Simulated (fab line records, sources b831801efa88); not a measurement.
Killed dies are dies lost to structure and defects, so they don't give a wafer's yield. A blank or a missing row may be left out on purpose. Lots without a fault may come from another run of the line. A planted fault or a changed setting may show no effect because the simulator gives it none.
fab line records | flow sky130
record lots=15 wafers=45 last_day=49
route steps=708 shown METAL4@602 CAP2M@616 METAL5@661
lots that met no fault: from a run of the same line without faults
start_h: hours from the record's first day to the start of the lot's first wafer shown | wait_h: hours since the lot's step before | " the same as in the row above | L1.1+2: a row that stands for several wafers | - no value, or no start given | * or withheld: withheld | < > ~ a bound
route shown NAME@n: a module of which the file shows steps, and the number in the route of the first | usual: mean/standard deviation of fault-free wafers | same: alike in all rows | chamber/n: place in a boat | sites: the reading at each site | _std_site: their standard deviation | _edge_site: outer sites' mean less inner sites' | radius_mm: how far each site lies from the wafer's centre | mask NAME#n: copy n | behind: the tool/chamber that last shaped the wafer | hold: why the lot was held/for how many hours/how that ended | device: the transistor (n, p or np) that didn't switch | end of line: the same wafers' tests at the end of the route | a step without rows: its recipe alone | killed: dies lost to structure and defects at the first sort, not the wafer's yield | map: a wafer's dies, x killed, . not, _ none there
set.NAME: the setting as run; set.NAME@STEP: as run at that earlier step | model.NAME: the simulator's own value behind a step, which no gauge read
steps of the route over a sample of lots; a table a step, a row a wafer
services: from which hour (start_h, from the record's first day; less than 0 if before it) a tool's chamber was out of use, for how many hours, and why
## steps
# step SKY_METAL4_SPUTTER_04
# recipe material=TiN target_thk_nm=70 power_w=6500 time_s=58.3 chamber_pressure_pa=0.4
# usual cathode_dc_power_W=6500.0/1.1 chamber_pressure_pa=0.3998/0.00081 throttle_valve_pct=29.9/1.1
# columns lot.wafer tool chamber start_h wait_h cathode_dc_power_W chamber_pressure_pa throttle_valve_pct
L353.2 pvd_sputter-01 - 932.94 0.0 6498.4 0.3997 30.6
L353.3 " - " " 6500.6 0.3990 28.3
L353.6 " - " " 6500.8 0.4003 30.5
L354.1 pvd_sputter-01 - 945.56 0.0 6500.7 0.4004 30.7
L354.3 " - " " 6499.7 0.3976 28.2
L354.4 " - " " 6499.9 0.4002 29.1
L355.1 pvd_sputter-01 - 952.17 0.0 6498.9 0.4004 28.5
L355.4 " - " " 6501.1 0.3998 30.9
L355.5 " - " " 6500.8 0.3985 30.4
L357.3 pvd_sputter-03 - 981.34 0.0 6501.6 0.4002 29.1
L357.4 " - " " 6500.9 0.3992 29.6
L357.6 " - " " 6500.8 0.3988 29.9
L358.1 pvd_sputter-03 - 982.78 0.0 6499.8 0.4012 29.6
L358.4 " - " " 6500.5 0.4001 30.2
L358.5 " - " " 6499.6 0.3998 29.0
L360.2 pvd_sputter-01 - 986.97 0.0 6502.1 0.3989 29.3
L360.3 " - " " 6499.9 0.3996 31.0
L360.5 " - " " 6500.0 0.4000 28.5
L361.2 pvd_sputter-02 - 994.94 0.0 6502.7 0.3997 29.2
L361.5 " - " " 6500.2 0.3995 28.6
L361.6 " - " " 6500.1 0.3998 31.4
L362.1 pvd_sputter-03 - 1003.00 0.0 6499.5 0.4004 29.6
L362.2 " - " " 6501.0 0.3999 29.5
L362.5 " - " " 6499.9 0.4007 29.6
L363.1 pvd_sputter-02 - 1008.47 0.0 6500.5 0.3995 28.3
L363.5 " - " " 6500.9 0.4006 31.3
L363.6 " - " " 6499.7 0.3996 28.9
L365.1 pvd_sputter-03 - 1026.79 0.0 6501.7 0.3990 29.7
L365.5 " - " " 6500.5 0.4012 29.1
L365.6 " - " " 6499.3 0.3998 30.2
L366.2 pvd_sputter-03 - 1031.80 0.0 6500.0 0.3989 29.3
L366.3 " - " " 6499.0 0.3988 30.1
L366.5 " - " " 6499.4 0.3983 29.9
L367.1 pvd_sputter-03 - 1035.47 0.0 6500.0 0.4005 29.7
L367.4 " - " " 6498.4 0.3997 30.2
L367.5 " - " " 6499.8 0.4000 29.6
L373.3 pvd_sputter-02 - 1069.73 0.0 6497.8 0.3991 31.3
L373.5 " - " " 6501.7 0.4007 28.6
L373.6 " - " " 6501.2 0.3993 31.3
L374.1 pvd_sputter-01 - 1077.52 0.0 6499.4 0.4007 29.1
L374.3 " - " " 6500.7 0.3991 30.9
L374.4 " - " " 6499.6 0.4008 28.4
L375.1 pvd_sputter-01 - 1081.26 0.0 6500.3 0.3991 29.0
L375.3 " - " " 6499.5 0.4007 30.9
L375.5 " - " " 6498.9 0.4004 31.0
# step SKY_CAP2M_METAL_ETCH_13
# recipe target_depth_nm=220 stop_on=SiO2 chemistry=Cl2/BCl3 target=TiN pressure_mtorr=10 icp_w=900 bias_w=50.1 Cl2_flow_sccm=60 bcl3_flow_sccm=30 time_s=62.9
# usual chamber_pressure_mTorr=10.000/0.0092 drypump_motor_current_A=5.7/0.49 he_backside_leak_sccm=3.38/0.2 oes_product_au=0.938/0.0068 throttle_valve_pct=21.903/0.0099
# columns lot.wafer tool chamber start_h wait_h chamber_pressure_mTorr drypump_motor_current_A he_backside_leak_sccm oes_product_au rf_hours_counter_h throttle_valve_pct
L353.2 rie_metal-03 1 956.66 0.0 10.003 5.1 3.19 0.937 17 21.903
L353.3 " 1 " " 10.019 5.1 3.26 0.935 - 21.887
L353.6 " 1 " " 9.995 5.1 3.30 0.947 - 21.903
L354.1 rie_metal-04 0 969.91 0.0 9.998 6.4 3.20 0.939 18 21.899
L354.3 " 0 " " 10.015 6.4 3.26 0.937 - 21.910
L354.4 " 1 " " 9.987 4.7 3.33 0.944 - 21.908
L355.1 rie_metal-04 1 976.79 0.0 9.997 4.8 3.37 0.941 4 21.910
L355.4 " 0 " " 9.993 6.5 3.32 0.942 - 21.898
L355.5 " 0 " " 9.992 6.5 3.20 0.936 - 21.908
L357.3 rie_metal-02 0 1005.71 0.0 9.997 5.9 3.37 0.942 - 21.913
L357.4 " 1 " " 10.005 6.0 3.44 0.936 - 21.904
L357.6 " 0 " " 10.006 5.9 3.38 0.939 - 21.897
L358.1 rie_metal-03 0 1005.86 0.0 10.008 5.8 3.37 0.941 11 21.879
L358.4 " 0 " " 9.987 5.8 3.47 0.936 - 21.903
L358.5 " 0 " " 9.995 5.8 3.50 0.950 - 21.903
L360.2 rie_metal-02 1 1010.09 0.0 9.992 6.0 3.27 0.951 13 21.904
L360.3 " 0 " " 10.010 5.9 3.64 0.948 - 21.899
L360.5 " 1 " " 10.003 6.0 3.49 0.953 - 21.896
L361.2 rie_metal-02 0 1017.82 0.0 9.987 5.9 3.51 0.943 11 21.914
L361.5 " 1 " " 10.007 6.0 3.49 0.952 - 21.905
L361.6 " 0 " " 9.994 5.9 3.39 0.947 - 21.911
L362.1 rie_metal-02 0 1025.51 0.0 9.992 5.9 3.40 0.936 11 21.910
L362.2 " 1 " " 9.981 6.0 3.56 0.937 14 21.909
L362.5 " 0 " " 10.011 5.9 3.50 0.936 - 21.921
L363.1 rie_metal-03 1 1031.86 0.0 10.006 5.1 3.22 0.945 1 21.918
L363.5 " 1 " " 10.005 5.0 3.24 0.934 - 21.905
L363.6 " 0 " " 10.004 5.8 3.40 0.942 - 21.895
L365.1 rie_metal-04 0 1053.47 0.0 10.000 6.5 3.37 0.938 2 21.892
L365.5 " 1 " " 9.997 4.7 3.19 0.939 - 21.904
L365.6 " 0 " " 9.989 6.5 3.31 0.940 - 21.902
L366.2 rie_metal-02 1 1053.76 0.0 9.997 6.0 3.56 0.937 16 21.913
L366.3 " 0 " " 10.017 5.9 3.44 0.930 - 21.911
L366.5 " 1 " " 10.000 6.0 3.40 0.932 - 21.897
L367.1 rie_metal-03 0 1055.81 0.0 10.007 5.8 3.45 0.934 14 21.901
L367.4 " 0 " " 9.999 5.8 3.12 0.936 - 21.901
L367.5 " 1 " " 10.013 5.1 3.20 0.933 - 21.904
L373.3 rie_metal-03 1 1090.54 0.0 9.999 5.1 3.33 0.939 - 21.899
L373.5 " 1 " " 10.016 5.1 3.27 0.933 - 21.892
L373.6 " 0 " " 10.007 5.8 3.25 0.938 - 21.928
L374.1 rie_metal-02 0 1098.46 0.0 10.019 5.9 3.40 0.950 16 21.897
L374.3 " 1 " " 10.002 6.0 3.38 0.940 - 21.892
L374.4 " 0 " " 9.991 5.9 3.41 0.932 - 21.908
L375.1 rie_metal-04 0 1102.24 0.0 10.002 6.4 3.43 0.940 6 21.904
L375.3 " 1 " " 9.984 4.7 3.20 0.933 - 21.902
L375.5 " 1 " " 9.980 4.7 3.29 0.944 - 21.886
# step SKY_METAL4_DESCUM_15
# recipe chemistry=O2 source_power_w=150 bias_power_w=0 pressure_mtorr=10 temp_c=40 time_s=8
# usual chamber_pressure_mTorr=9.999/0.0092 drypump_motor_current_A=5.8/0.55 he_backside_leak_sccm=3.44/0.21 oes_product_au=1.002/0.0069
# columns lot.wafer tool chamber start_h wait_h chamber_pressure_mTorr drypump_motor_current_A he_backside_leak_sccm oes_product_au rf_hours_counter_h
L353.2 rie_metal-02 0 981.49 0.0 10.010 6.0 3.51 0.990 9
L353.3 " 0 " " 10.001 5.9 3.49 0.985 -
L353.6 " 1 " " 10.025 6.0 3.46 1.004 -
L354.1 rie_metal-04 1 994.32 0.0 9.999 4.7 3.16 0.994 5
L354.3 " 1 " " 10.015 4.7 3.25 1.000 -
L354.4 " 0 " " 9.996 6.4 5.09 1.001 -
L355.1 rie_metal-02 1 1001.72 0.0 9.993 6.0 3.52 1.010 13
L355.4 " 0 " " 10.012 5.9 3.29 1.001 -
L355.5 " 0 " " 9.983 5.9 3.19 1.000 -
L357.3 rie_metal-01 0 1029.34 0.0 9.999 5.2 3.66 0.999 -
L357.4 " 1 " " 9.983 6.1 3.33 1.008 -
L357.6 " 0 " " 10.010 5.2 3.52 1.000 -
L358.1 rie_metal-02 0 1029.74 0.0 9.996 6.0 3.44 1.003 11
L358.4 " 0 " " 9.989 6.0 3.49 1.000 -
L358.5 " 1 " " 9.997 6.0 3.61 1.004 -
L360.2 rie_metal-04 0 1034.32 0.0 10.007 6.4 3.27 0.993 1
L360.3 " 1 " " 9.992 4.7 3.34 0.998 -
L360.5 " 1 " " 9.995 4.7 3.30 1.009 -
L361.2 rie_metal-01 1 1041.02 0.0 9.975 6.0 3.31 1.014 10
L361.5 " 0 " " 10.002 5.2 3.69 0.998 -
L361.6 " 1 " " 9.993 6.1 3.15 1.002 -
L362.1 rie_metal-01 0 1047.33 0.0 9.989 5.2 3.61 1.003 19
L362.2 " 1 " " 10.019 6.1 3.28 1.001 11
L362.5 " 1 " " 10.009 6.1 3.47 1.014 -
L363.1 rie_metal-04 1 1054.23 0.0 10.000 4.7 3.30 1.005 10
L363.5 " 1 " " 9.993 4.8 3.50 1.017 -
L363.6 " 0 " " 10.003 6.5 3.17 1.011 -
L365.1 rie_metal-02 0 1076.12 0.0 9.998 5.9 3.41 0.995 14
L365.5 " 0 " " 10.002 6.0 3.28 0.989 -
L365.6 " 1 " " 9.988 6.0 3.50 0.999 -
L366.2 rie_metal-04 0 1076.82 0.0 10.014 6.4 3.18 1.008 4
L366.3 " 1 " " 10.001 4.7 3.24 1.005 -
L366.5 " 0 " " 9.993 6.4 3.13 1.006 -
L367.1 rie_metal-01 0 1078.17 0.0 9.992 5.2 3.56 0.994 22
L367.4 " 1 " " 10.000 6.1 3.32 0.995 -
L367.5 " 1 " " 9.999 6.0 3.17 0.994 -
L373.3 rie_metal-02 0 1111.40 0.0 10.002 5.9 3.45 1.008 -
L373.5 " 1 " " 10.010 6.0 3.58 1.011 -
L373.6 " 0 " " 9.996 5.9 3.61 0.996 -
L374.1 rie_metal-02 0 1119.89 0.0 10.006 5.9 3.35 1.000 17
L374.3 " 1 " " 10.007 6.0 3.54 0.996 -
L374.4 " 0 " " 10.012 5.9 3.35 0.995 -
L375.1 rie_metal-04 1 1123.29 0.0 9.998 4.7 3.33 0.999 16
L375.3 " 0 " " 9.989 6.5 3.34 1.001 -
L375.5 " 1 " " 10.003 4.7 3.31 0.996 -
# step SKY_METAL5_SPUTTER_00
# recipe material=Ti target_thk_nm=15 power_w=3000 time_s=10 chamber_pressure_pa=0.4
# usual cathode_dc_power_W=2999.9/0.49 chamber_pressure_pa=0.4001/0.00088 throttle_valve_pct=29.9/1.2
# columns lot.wafer tool chamber start_h wait_h cathode_dc_power_W chamber_pressure_pa throttle_valve_pct
L353.2 pvd_sputter-04 - 1007.39 0.2 2999.7 0.3993 31.0
L353.3 " - " " 2999.8 0.4015 28.2
L353.6 " - " " 3000.3 0.4035 28.0
L354.1 pvd_sputter-01 - 1020.35 0.2 3000.1 0.3999 30.9
L354.3 " - " " 3000.8 0.4013 29.3
L354.4 " - " " 2999.5 0.3983 28.5
L355.1 pvd_sputter-04 - 1026.60 0.1 2999.9 0.4004 29.2
L355.4 " - " " 3001.2 0.3993 30.2
L355.5 " - " " 3000.0 0.4005 29.4
L357.3 pvd_sputter-04 - 1054.44 0.2 3000.4 0.4005 29.6
L357.4 " - " " 2999.9 0.3991 30.2
L357.6 " - " " 3000.4 0.4000 28.3
L358.1 pvd_sputter-01 - 1054.55 0.2 2999.3 0.3999 29.1
L358.4 " - " " 2999.1 0.4000 28.5
L358.5 " - " " 3000.7 0.4000 31.3
L360.2 pvd_sputter-04 - 1057.90 0.2 3000.0 0.4001 29.4
L360.3 " - " " 2999.7 0.4005 28.0
L360.5 " - " " 3000.2 0.3996 29.5
L361.2 pvd_sputter-02 - 1064.51 0.2 3000.1 0.4011 29.0
L361.5 " - " " 2999.7 0.4019 29.0
L361.6 " - " " 2999.6 0.4005 31.7
L362.1 pvd_sputter-04 - 1071.92 0.2 3001.0 0.4002 30.9
L362.2 " - " " 2999.6 0.4007 29.5
L362.5 " - " " 3000.7 0.4006 28.0
L363.1 pvd_sputter-01 - 1079.10 0.2 3000.4 0.4013 30.7
L363.5 " - " " 3000.5 0.4005 28.6
L363.6 " - " " 3000.0 0.3985 30.9
L365.1 pvd_sputter-04 - 1099.68 0.1 2999.9 0.4003 30.4
L365.5 " - " " 3000.6 0.3999 30.4
L365.6 " - " " 2999.6 0.4009 29.4
L366.2 pvd_sputter-01 - 1100.19 0.1 3000.0 0.4003 28.2
L366.3 " - " " 2999.9 0.4011 31.2
L366.5 " - " " 3000.4 0.4005 30.6
L367.1 pvd_sputter-02 - 1101.49 0.2 2999.8 0.3989 31.3
L367.4 " - " " 3000.1 0.4022 28.4
L367.5 " - " " 3000.8 0.4005 31.5
L373.3 pvd_sputter-01 - 1132.23 0.1 - - -
L373.5 " - " " - - -
L373.6 " - " " - - -
L374.1 pvd_sputter-01 - 1142.92 0.1 - - -
L374.3 " - " " - - -
L374.4 " - " " - - -
L375.1 pvd_sputter-02 - 1146.75 0.1 - - -
L375.3 " - " " - - -
L375.5 " - " " - - -
## services
# columns tool chamber start_h hours kind
pvd_sputter-02 - 916.83 3.3 repair
rie_metal-04 - 917.49 1.2 repair
rie_metal-02 - 977.81 1.4 pm
pvd_sputter-01 - 980.41 4.4 repair
rie_metal-02 0 984.22 11.5 repair
pvd_sputter-04 - 986.82 2.7 repair
pvd_sputter-02 - 987.22 1.5 repair
rie_metal-03 - 998.81 0.8 repair
rie_metal-04 0 1002.37 - clean
rie_metal-04 0 1002.37 22.9 scheduled_down
rie_metal-04 0 1002.37 22.9 vent_cycle
rie_metal-03 1 1002.55 - clean
rie_metal-03 1 1002.55 17.7 scheduled_down
rie_metal-03 1 1002.55 17.7 vent_cycle
pvd_sputter-02 - 1006.35 1.9 repair
rie_metal-01 - 1007.61 0.8 repair
rie_metal-02 - 1033.53 0.7 repair
rie_metal-01 - 1039.83 1.0 repair
pvd_sputter-03 - 1045.19 3.9 repair
rie_metal-02 - 1080.64 1.8 repair
rie_metal-01 - 1113.17 2.8 pm
pvd_sputter-01 - 1117.83 3.0 repair
rie_metal-02 0 1122.50 18.1 repair
## key
first_sign step=SKY_METAL5_SPUTTER_00 reading=tool_record direction=missing
effect none on later readings
met_at SKY_METAL5_SPUTTER_00
struck_lots L373,L374,L375
later_rows_left_out L373.3,L373.5,L373.6,L374.1,L374.3,L374.4,L375.1,L375.3,L375.5
sort_left_out L373.3,L373.5,L373.6,L374.1,L374.3,L374.4,L375.1,L375.3,L375.5
not_acting_at SKY_METAL4_SPUTTER_04,SKY_CAP2M_METAL_ETCH_13,SKY_METAL4_DESCUM_15
onset_between 1101.49 1132.23
fault kind=skipped_step_whole tool=pvd_sputter-01,pvd_sputter-02 chamber=- onset_h=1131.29 steps=SKY_METAL5_SPUTTER_00 scope=struck_lots_only
# sort_left_out: the simulated sort isn't trusted on such a fault, so these wafers' sort isn't shown, and their yield isn't known
# later_rows_left_out: the simulator's readings of these wafers behind a module that went badly wrong aren't trusted and aren't shown, but for the sort
